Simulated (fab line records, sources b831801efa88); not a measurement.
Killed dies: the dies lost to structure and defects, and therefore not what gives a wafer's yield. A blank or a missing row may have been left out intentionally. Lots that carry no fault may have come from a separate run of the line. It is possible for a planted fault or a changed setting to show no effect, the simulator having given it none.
A single fault, viewed from 2 desks	flow gf180mcu	numbers are kept per desk, each desk with only its own; the story behind them comes last

FOR THE TOOL OWNER'S DESK: rie-metal-02
The tool's own readings at GF_M4_METAL_ETCH_16 (etches the open film in Cl2/BCl3, stops on SiO2, target depth 750.8 nm, time 125.1 s): means of the sampled wafers that have a number, for each lot that ran on this tool. The brackets show how far a lot's mean lies from the usual mean; more than 4 standard deviations puts the lot out of limits, marked OUT.
Columns: A = drypump-motor-current-A at GF_M4_METAL_ETCH_16, usual 6.0 A; B = oes-product-au at GF_M4_METAL_ETCH_16, usual 0.989 a.u.; C = rf-fwd-power-W at GF_M4_METAL_ETCH_16, usual 795.9 W; D = throttle-valve-pct at GF_M4_METAL_ETCH_16, usual 28.230 %
lot	first seen here	A	B	C	D
L319	day 25 00:38	5.5	0.991	794.9	28.231
L322	day 26 06:06	6.2	0.990	793.6	28.236
L325	day 27 08:48	6.6	0.994	793.6	28.223
L326	day 27 23:22	6.0	0.988	793.4	28.215
L337	day 30 09:32	5.9	0.985	793.5	28.232
This desk's verdict: no lot among the 5 shows anything out of limits.

FROM THE METROLOGY DESK
Lot by lot, what the gauges showed, no matter which tool ran the lot: averages of those sampled wafers that carry a number. The brackets show how far a lot's mean lies from the usual mean; more than 4 standard deviations puts the lot out of limits, marked OUT.
Columns: A = cd-nm at GF_M4_CD_MEAS_14, usual 279.7 nm; B = V4_OVL at GF_V4_OVL_MEAS_15, usual 2 nm
lot	first seen here	A	B
L316	day 23 19:46	279.3	-3
L319	day 25 00:28	281.9	1
L321	day 25 15:34	280.7	-0
L322	day 26 05:58	278.0	1
L325	day 27 08:39	280.8	6
L326	day 27 23:13	278.9	7
L327	day 28 03:23	279.7	-1
L331	day 28 23:23	279.8	4
L333	day 29 11:44	278.8	4
L335	day 29 22:12	279.8	-3
L336	day 30 04:41	278.7	-9
L337	day 30 09:25	279.8	4
This desk's verdict: no lot among the 12 shows anything out of limits.

PUT TOGETHER
The desk of the tool owner found nothing out of limits.
Metrology desk: nothing out of limits seen.

WHAT THE SIMULATOR HAD PUT IN
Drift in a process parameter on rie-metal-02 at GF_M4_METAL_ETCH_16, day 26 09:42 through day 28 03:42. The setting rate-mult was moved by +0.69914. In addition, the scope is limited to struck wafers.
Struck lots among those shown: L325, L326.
